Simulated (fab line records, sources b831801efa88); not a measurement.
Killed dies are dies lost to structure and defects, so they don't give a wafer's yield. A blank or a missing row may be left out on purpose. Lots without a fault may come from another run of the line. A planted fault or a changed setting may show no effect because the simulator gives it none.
Which tool did it? | flow gf180mcu | 24 lots, 72 wafers sampled, at 5 steps of a route of 602

WHAT THE GAUGES READ, wafer by wafer
GF_M4_OVL_MEAS_15.
lot  | measured     | on         | M4_OVL (nm)
L074 | day 23 12:17 | overlay-02 | 0 7 4
L075 | day 24 07:12 | overlay-02 | -3 -8 -7
L076 | day 24 09:11 | overlay-02 | -2 -4 4
L077 | day 24 13:08 | overlay-01 | 8 3 7
L078 | day 25 05:38 | overlay-02 | 1 3 -4
L079 | day 25 14:40 | overlay-02 | 1 7 3
L081 | day 25 23:38 | overlay-01 | -3 -2 -4
L080 | day 26 01:03 | overlay-02 | -1 -2 2
L082 | day 26 07:50 | overlay-02 | 0 5 7
L083 | day 26 15:02 | overlay-02 | -2 -8 -4
L084 | day 26 21:20 | overlay-01 | 0 2 1
L085 | day 27 02:03 | overlay-02 | -6 -7 -10
L086 | day 27 10:37 | overlay-01 | -5 0 -11
L087 | day 27 15:29 | overlay-01 | 1 -5 -3
L088 | day 28 03:33 | overlay-02 | 2 1 4
L089 | day 28 05:55 | overlay-01 | 5 -1 2
L090 | day 28 15:20 | overlay-02 | 2 2 9
L091 | day 28 23:50 | overlay-02 | -8 3 -4
L092 | day 29 01:53 | overlay-01 | -1 -10 -2
L093 | day 29 07:47 | overlay-02 | -3 2 -5
L094 | day 29 16:52 | overlay-02 | -2 -2 -2
L095 | day 29 23:38 | overlay-01 | -8 1 -3
L096 | day 30 02:53 | overlay-02 | -9 1 -7
L097 | day 30 07:21 | overlay-02 | 0 -7 2

GF_V5_BOW_MEAS_05.
lot  | measured     | on            | V5_BOW (um)
L074 | day 26 08:54 | film_metro-04 | 151 148 147
L075 | day 27 04:12 | film_metro-03 | 127 147 132
L076 | day 27 05:51 | film_metro-01 | 142 133 134
L077 | day 27 08:07 | film_metro-04 | 117 117 126
L078 | day 27 23:40 | film_metro-04 | 118 132 128
L079 | day 28 08:44 | film_metro-03 | 144 126 143
L081 | day 28 16:50 | film_metro-04 | 117 127 124
L080 | day 28 18:24 | film_metro-04 | 128 125 121
L082 | day 29 00:15 | film_metro-01 | 133 127 143
L083 | day 29 07:10 | film_metro-03 | 113 130 122
L084 | day 29 13:23 | film_metro-03 | 132 145 125
L085 | day 29 16:55 | film_metro-01 | 136 140 152
L086 | day 30 01:37 | film_metro-04 | 131 123 134
L087 | day 30 06:24 | film_metro-03 | 145 162 145
L088 | day 30 16:00 | film_metro-03 | 125 143 135
L089 | day 30 18:49 | film_metro-03 | 137 131 134
L090 | day 31 05:14 | film_metro-04 | 153 156 139
L091 | day 31 12:41 | film_metro-03 | 116 116 110
L092 | day 31 13:50 | film_metro-03 | 131 121 120
L093 | day 31 18:33 | film_metro-03 | 129 110 122
L094 | day 32 04:53 | film_metro-01 | 130 140 127
L095 | day 32 10:01 | film_metro-03 | 148 149 143
L096 | day 32 12:04 | film_metro-01 | 137 136 130
L097 | day 32 17:17 | film_metro-03 | 155 151 143

WHICH TOOL RAN EACH LOT (tool, then ch and the chambers of the sampled wafers, then the start)
lot  | GF_V2_ETCH_16                      | GF_V2_SPUTTER_21             | GF_MIM_SPUTTER_07
L074 | rie_diel-04 ch 1,2, day 20 09:26   | pvd_sputter-02, day 20 10:05 | pvd_sputter-02, day 24 13:10
L075 | rie_diel-02 ch 0,1,3, day 21 06:29 | pvd_sputter-03, day 21 07:09 | pvd_sputter-03, day 25 08:05
L076 | rie_diel-01 ch 0,3, day 21 07:37   | pvd_sputter-04, day 21 08:17 | pvd_sputter-03, day 25 09:59
L077 | rie_diel-04 ch 1,2,3, day 21 12:37 | pvd_sputter-04, day 21 13:20 | pvd_sputter-03, day 25 13:28
L078 | rie_diel-01 ch 0,2,3, day 22 04:37 | pvd_sputter-02, day 22 05:18 | pvd_sputter-02, day 26 05:33
L079 | rie_diel-02 ch 0,2,3, day 22 15:40 | pvd_sputter-02, day 22 16:21 | pvd_sputter-03, day 26 14:46
L081 | rie_diel-04 ch 1,2,3, day 23 02:31 | pvd_sputter-02, day 23 03:17 | pvd_sputter-03, day 26 23:29
L080 | rie_diel-02 ch 0,2, day 23 03:37   | pvd_sputter-04, day 23 04:17 | pvd_sputter-02, day 27 00:35
L082 | rie_diel-02 ch 0,1,2, day 23 11:29 | pvd_sputter-02, day 23 12:08 | pvd_sputter-01, day 27 07:55
L083 | rie_diel-02 ch 2,3, day 23 19:16   | pvd_sputter-03, day 23 19:56 | pvd_sputter-03, day 27 14:44
L084 | rie_diel-02 ch 1,2,3, day 24 01:40 | pvd_sputter-03, day 24 02:19 | pvd_sputter-03, day 27 20:41
L085 | rie_diel-02 ch 1,2, day 24 06:43   | pvd_sputter-04, day 24 07:23 | pvd_sputter-01, day 28 00:50
L086 | rie_diel-02 ch 1,2, day 24 14:46   | pvd_sputter-02, day 24 15:26 | pvd_sputter-03, day 28 10:04
L087 | rie_diel-02 ch 1,2, day 24 20:49   | pvd_sputter-04, day 24 21:29 | pvd_sputter-01, day 28 14:02
L088 | rie_diel-04 ch 1,2, day 25 08:43   | pvd_sputter-02, day 25 09:26 | pvd_sputter-01, day 29 01:35
L089 | rie_diel-01 ch 0,2,3, day 25 12:46 | pvd_sputter-02, day 25 13:26 | pvd_sputter-02, day 29 05:08
L090 | rie_diel-01 ch 1,2,3, day 25 22:01 | pvd_sputter-04, day 25 22:41 | pvd_sputter-01, day 29 15:07
L091 | rie_diel-04 ch 0,1,3, day 26 06:40 | pvd_sputter-03, day 26 07:19 | pvd_sputter-03, day 29 23:53
L092 | rie_diel-04 ch 0,1, day 26 09:46   | pvd_sputter-04, day 26 10:27 | pvd_sputter-03, day 30 00:35
L093 | rie_diel-01 ch 1,2,3, day 26 14:37 | pvd_sputter-02, day 26 15:17 | pvd_sputter-01, day 30 06:04
L094 | rie_diel-02 ch 0,2,3, day 26 23:52 | pvd_sputter-03, day 27 00:32 | pvd_sputter-02, day 30 14:48
L095 | rie_diel-04 ch 1,2, day 27 09:37   | pvd_sputter-04, day 27 10:19 | pvd_sputter-02, day 30 20:34
L096 | rie_diel-02 ch 1,2,3, day 27 12:22 | pvd_sputter-04, day 27 13:02 | pvd_sputter-02, day 31 00:24
L097 | rie_diel-04 ch 2,3, day 27 16:55   | pvd_sputter-04, day 27 17:35 | pvd_sputter-01, day 31 04:37
- GF_V2_ETCH_16: etches BARC in N2/H2.
- GF_V2_SPUTTER_21: material Ti, target thk 15 nm, time 80.02 s.
- GF_MIM_SPUTTER_07: material TiN, target thk 60 nm, time 50 s.

WHAT THE TOOLS THEMSELVES READ (means of the sampled wafers that have a number; where no wafer has one, the mark that the record gives instead)
GF_V2_ETCH_16.
lot  | tool        | chamber_pressure_mTorr (mTorr) | drypump_motor_current_A (A) | oes_product_au (a.u.) | rf_fwd_power_W (W) | throttle_valve_pct (%)
L074 | rie_diel-04 | 30.016                         | 6.19                        | 0.855                 | 497.1              | 13.232
L075 | rie_diel-02 | 30.007                         | 5.97                        | 0.853                 | 496.9              | 13.232
L076 | rie_diel-01 | 29.984                         | 6.29                        | 0.850                 | 496.2              | 13.220
L077 | rie_diel-04 | 30.007                         | 5.96                        | 0.859                 | 496.3              | 13.229
L078 | rie_diel-01 | 29.970                         | 6.28                        | 0.857                 | 497.6              | 13.225
L079 | rie_diel-02 | 30.038                         | 5.87                        | 0.856                 | 496.8              | 13.218
L081 | rie_diel-04 | 30.040                         | 5.94                        | 0.851                 | 494.8              | 13.232
L080 | rie_diel-02 | 30.001                         | 5.73                        | 0.851                 | 495.2              | 13.212
L082 | rie_diel-02 | 30.024                         | 5.86                        | 0.857                 | 494.4              | 13.224
L083 | rie_diel-02 | 29.991                         | 5.86                        | 0.855                 | 495.1              | 13.224
L084 | rie_diel-02 | 29.992                         | 5.83                        | 0.856                 | 495.0              | 13.233
L085 | rie_diel-02 | 29.997                         | 5.81                        | 0.857                 | 494.5              | 13.222
L086 | rie_diel-02 | 29.978                         | 5.82                        | 0.855                 | 497.5              | 13.221
L087 | rie_diel-02 | 29.987                         | 5.71                        | 0.857                 | 494.7              | 13.219
L088 | rie_diel-04 | 30.000                         | 6.21                        | 0.855                 | 496.8              | 13.231
L089 | rie_diel-01 | 30.016                         | 6.26                        | 0.859                 | 496.8              | 13.230
L090 | rie_diel-01 | 30.010                         | 6.23                        | 0.861                 | 497.1              | 13.226
L091 | rie_diel-04 | 30.006                         | 5.99                        | 0.852                 | 496.7              | 13.217
L092 | rie_diel-04 | 30.016                         | 6.21                        | 0.853                 | 496.4              | 13.218
L093 | rie_diel-01 | 29.988                         | 6.23                        | 0.858                 | 494.9              | 13.216
L094 | rie_diel-02 | 29.966                         | 5.87                        | 0.855                 | 496.2              | 13.217
L095 | rie_diel-04 | 30.005                         | 6.21                        | 0.854                 | 497.5              | 13.225
L096 | rie_diel-02 | 29.988                         | 5.83                        | 0.858                 | 495.8              | 13.219
L097 | rie_diel-04 | 29.960                         | 5.73                        | 0.856                 | 496.7              | 13.233

GF_V2_SPUTTER_21.
lot  | tool           | throttle_valve_pct (%)
L074 | pvd_sputter-02 | 30.1
L075 | pvd_sputter-03 | 29.8
L076 | pvd_sputter-04 | 30.7
L077 | pvd_sputter-04 | 30.8
L078 | pvd_sputter-02 | 29.6
L079 | pvd_sputter-02 | 29.5
L081 | pvd_sputter-02 | 29.3
L080 | pvd_sputter-04 | 30.4
L082 | pvd_sputter-02 | 29.5
L083 | pvd_sputter-03 | 29.0
L084 | pvd_sputter-03 | 29.0
L085 | pvd_sputter-04 | 31.0
L086 | pvd_sputter-02 | 29.5
L087 | pvd_sputter-04 | 30.3
L088 | pvd_sputter-02 | 29.5
L089 | pvd_sputter-02 | 29.9
L090 | pvd_sputter-04 | 30.3
L091 | pvd_sputter-03 | 29.5
L092 | pvd_sputter-04 | 30.4
L093 | pvd_sputter-02 | 29.8
L094 | pvd_sputter-03 | 29.8
L095 | pvd_sputter-04 | 30.2
L096 | pvd_sputter-04 | 30.8
L097 | pvd_sputter-04 | 31.0

GF_MIM_SPUTTER_07.
lot  | tool           | throttle_valve_pct (%)
L074 | pvd_sputter-02 | 29.6
L075 | pvd_sputter-03 | 29.1
L076 | pvd_sputter-03 | 29.1
L077 | pvd_sputter-03 | 29.6
L078 | pvd_sputter-02 | 29.8
L079 | pvd_sputter-03 | 29.6
L081 | pvd_sputter-03 | 29.4
L080 | pvd_sputter-02 | 29.7
L082 | pvd_sputter-01 | 30.8
L083 | pvd_sputter-03 | 29.7
L084 | pvd_sputter-03 | 29.1
L085 | pvd_sputter-01 | 31.3
L086 | pvd_sputter-03 | 29.6
L087 | pvd_sputter-01 | 30.7
L088 | pvd_sputter-01 | 31.4
L089 | pvd_sputter-02 | 29.7
L090 | pvd_sputter-01 | 29.8
L091 | pvd_sputter-03 | 29.2
L092 | pvd_sputter-03 | 28.8
L093 | pvd_sputter-01 | 30.6
L094 | pvd_sputter-02 | 29.8
L095 | pvd_sputter-02 | 29.7
L096 | pvd_sputter-02 | 29.5
L097 | pvd_sputter-01 | 30.4

THE ANSWER, worked out from the rows above alone
Rule: what is usual is taken from the lots themselves. Put in order of their means at a reading, lots are off if they are a third of the lots or fewer, leave a main group of 4 or more, and stand apart from it by a gap of 3 or more times the standard deviation of the main group's means; of several such gaps the widest counts. A main group whose means are all the same, to the digits that the tables above print for the reading, isn't used. A lot without any number at a reading at which 4 lots or more have one is off too. The other lots that the step has rows for count as sound. The gauges are gone through in route order, then the tools' own readings, and for those a lot's mean is taken as printed above. The first step at which some lot is off is used, and at that step the reading that is off furthest; a lot without a number counts as furthest.
No lot is off at any reading shown: from this, nothing can be told.

WHAT THE SIMULATOR HAD PUT IN
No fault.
